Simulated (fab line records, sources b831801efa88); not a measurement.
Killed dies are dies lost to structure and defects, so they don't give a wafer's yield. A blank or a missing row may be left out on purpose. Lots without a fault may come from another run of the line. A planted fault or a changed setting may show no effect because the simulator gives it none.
A struck lot beside a sound one | flow gf180mcu | 17 steps out of a route of 602
Sound: wafers L744.1, L744.2, L744.6. Struck: wafers L756.1, L756.3, L756.6. The cause comes at the end.
At each step with rows: each side's tool, then ch and its chambers, then its first start. Under that, the readings that differ: sound wafers | struck wafers | difference of the means | sigmas: that difference in standard deviations of wafers without a fault.
alike: readings whose means differ by less than 2 such deviations, and words and numbers that are the same on both sides. not compared: withheld readings, readings that some wafer has no value for, bounds like >300 that may hide the same value, and numbers for which the record gives no deviation and whose values overlap.
The two part at a step that has a row with sigmas, a row that says differs or no value, or rows on one side only. Numbers that don't overlap but have no deviation are shown without sigmas and don't part them. A reading that every wafer of one side lacks parts them only if that side has two wafers or more.

GF_V5_BOW_MEAS_05:
  sound on film_metro-02, day 27 06:17; struck on film_metro-02, day 30 17:14
  alike: V5_BOW
then, 8 steps without rows for these wafers: GF_V5_DEHYDRATE_06 (time 60 s); GF_V5_HMDS_07 (prime time 60 s); GF_V5_COAT_08; GF_V5_COAT_09 (resist thk 1000 nm); GF_V5_SOFTBAKE_10 (time 60 s); GF_V5_EXPOSE_11 (exposes mask Via5, target cd 260 nm); GF_V5_PEB_12 (peb time 90 s); GF_V5_DEVELOP_13 (develop time 60 s).
GF_V5_CD_MEAS_14: target cd 260 nm.
  sound on cd_sem-02, day 28 01:40; struck on cd_sem-01, day 31 11:40
  reading    | sound             | struck            | difference | sigmas
  cd_nm (nm) | 262.2 260.9 261.2 | 259.1 259.8 257.4 | -2.7       | -2
GF_V5_OVL_MEAS_15:
  sound on overlay-01, day 28 01:47; struck on overlay-02, day 31 11:47
  alike: V5_OVL
GF_V5_ETCH_16: etches BARC in N2/H2.
  sound on rie_diel-01 ch 1,2,3, day 28 01:49; struck on rie_diel-01 ch 0,1,2, day 31 11:49
  alike: drypump_motor_current_A, oes_product_au, rf_fwd_power_W, throttle_valve_pct
GF_V5_ETCH_17: etches SiO2 in C4F8/O2/Ar, stops on TiN, target depth 855 nm.
  sound on rie_diel-01 ch 1,2,3, day 28 01:00; struck on rie_diel-01 ch 0,1,2, day 31 11:00
  reading                                 | sound             | struck            | difference | sigmas
  rf_fwd_power_W (W)                      | 1486 1494 1492    | 1736 1730 1736    | +243       | +53
  model.TiN_of_MIM_SPUTTER_04.thk_nm (nm) | 50.23 49.66 49.54 | 47.35 47.66 48.63 | -1.93      |
  alike: oes_product_au
GF_V5_STRIP_18: strips in O2/N2.
  sound on plasma_asher-01 ch 0,1, day 28 01:58; struck on plasma_asher-04 ch 0,1, day 31 11:58
  alike: drypump_motor_current_A, heater_power_w, oes_product_au
  not compared: rf_hours_counter_h
GF_V5_STRIP_19: strips in post etch residue remover, time 1200 s.
  sound on wet_bench-02 ch 3, day 28 02:04; struck on wet_bench-04 ch 3, day 31 12:04
  reading                                 | sound            | struck            | difference | sigmas
  model.TiN_of_MIM_SPUTTER_04.thk_nm (nm) | 49.8 49.23 49.12 | 46.94 47.25 48.22 | -1.91      |
  alike: bath_guard_temp_C
then, 1 step without rows for these wafers: GF_V5_CLEAN_20 (cleans in DIW).
GF_PASSIVATION_PROBE_99:
  the record has rows for the struck wafers here (prober-01, day 33 01:00) and none for the sound ones

WHERE THEY PART
First at GF_V5_CD_MEAS_14; last, within this record, at GF_PASSIVATION_PROBE_99.

WHY: what the simulator had put in
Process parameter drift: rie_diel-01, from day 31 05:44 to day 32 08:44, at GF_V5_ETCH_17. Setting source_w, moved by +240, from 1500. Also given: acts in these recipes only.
